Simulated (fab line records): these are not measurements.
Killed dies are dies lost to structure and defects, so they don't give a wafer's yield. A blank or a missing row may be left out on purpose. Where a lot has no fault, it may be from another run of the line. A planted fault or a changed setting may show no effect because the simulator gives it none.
8D (eight disciplines) problem report, filled in by code    flow sky130    the parts of the form that need people (team, actions taken, sign-off) are left out

== 1. WHAT WENT WRONG ==
CAPM_TIN_RS at SKY_CAPM_RS_MEAS_03 reads a mean of 6.37 ohm/sq on 1 wafer of 1 lot; wafers without a fault read 6.91 ohm/sq with a standard deviation of 0.091. Relative to the usual mean, that is a shift of -5.9 standard deviations.
The step: measures by four-point-probe.
First seen on wafer L546.6, day 38 06:59, on film-metro-03. The record has a number at this step for 30 wafers belonging to 10 lots. Rule for "out", or "out of limits": more than 4 standard deviations from the usual mean. Any other wafer with a number is counted as sound.

== 2. WHAT IT IS; WHAT IT IS NOT ==
question                     is                 is not
which readings at this step  CAPM_TIN_RS        -
which lots                   L546               L545, L555, L557, L559, L560, L562, L563, L564, L565
which wafers of those lots   L546.6             L546.4, L546.5
read on which gauges         film-metro-03      film-metro-02
when                         from day 38 06:59  up to then (5 sound wafers); but 24 sound wafers of L555, L557, L559, L560, L562, L563, L564, L565 came after

== 3. SUSPECTS, AND WHAT RULES EACH OUT ==
Counting: if a tool at a process step up to the reading ran every lot that is out, it stays a suspect. Sound lots after the first of them don't rule it out here, since some wafers of a struck lot are sound.
- ruled out: the gauge at SKY_CAPM_RS_MEAS_03. All the wafers that are out were read on film-metro-03, but those of them that SKY_CAPM_METAL_ETCH_13 has rows for are out there too, on other tools.
- rie-metal-04 at SKY_METAL2_DESCUM_17 (chemistry O2, time 8 s): kept. L546, the lot that is out, went through it at day 37 01:08; up to then, the latest sound lot through it was L545 at day 35 21:16.
- pvd-sputter-02 at SKY_METAL3_SPUTTER_00 (material Ti, target thk 15 nm, time 10 s): kept. It ran the lot that is out, L546 (day 38 06:34).
- pvd-sputter-01 at SKY_CAPM_SPUTTER_02 (material TiN, target thk 200 nm, time 166.7 s): kept. L546, the lot that is out, went through it at day 38 06:49; up to then, the latest sound lot through it was L545 at day 37 01:53.
After the count, these remain: rie-metal-04 at SKY_METAL2_DESCUM_17, pvd-sputter-02 at SKY_METAL3_SPUTTER_00 and pvd-sputter-01 at SKY_CAPM_SPUTTER_02.

== 4. THE CAUSE (what the simulator had put in) ==
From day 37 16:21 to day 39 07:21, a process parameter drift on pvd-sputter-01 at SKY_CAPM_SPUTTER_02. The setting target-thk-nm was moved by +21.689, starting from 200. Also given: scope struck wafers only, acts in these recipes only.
Counting left 3 suspects, and this tool is among them.

== 5. THE EFFECT CHAIN, in route order ==
Each row: a reading where the mean over the struck wafers with a number is more than 3 standard deviations away from the usual. Only readings for which the record gives a usual standard deviation are gone through. hours: the time from each lot's start at the first step in this table that gives one to its start at this step, as a median over the lots. sigmas: the change in usual standard deviations.
hours  step                    reading             usual        on struck wafers  change  sigmas
0      SKY_CAPM_RS_MEAS_03     CAPM_TIN_RS         6.91 ohm/sq  6.37              -0.54   -5.9
0      SKY_CAPM_THK_MEAS_04    CAPM_TIN_THK        198.0 nm     213.6             +15.6   +6.2
25     SKY_CAPM_METAL_ETCH_13  oes-product-au      0.942 a.u.   0.986             +0.044  +5.4
25     SKY_CAPM_METAL_ETCH_13  throttle-valve-pct  21.902 %     21.866            -0.036  -3.3
Here are the process steps it includes:
- SKY_CAPM_METAL_ETCH_13: etches TiN in Cl2/BCl3, stops on SiO2, target depth 220 nm, time 62.9 s.
At these later measuring or inspecting steps, every struck wafer for which the step has a row has a number for every such reading, and none has moved that far: SKY_CAPM_OVL_MEAS_12.

== 6. HOW IT WOULD HAVE BEEN CAUGHT EARLIER ==
In this record the first reading out of limits at a measuring or inspecting step was taken at day 38 06:59, 15 hours after the fault began at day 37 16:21.
Tool readings at SKY_CAPM_SPUTTER_02 with a usual standard deviation given in the record: none out on any struck wafer, hence no alarm at a limit of 4 standard deviations on them.
Lots out: 1; all had begun SKY_CAPM_SPUTTER_02 on pvd-sputter-01 by day 38 06:59. Tool hold at that time: it would have spared none of them.
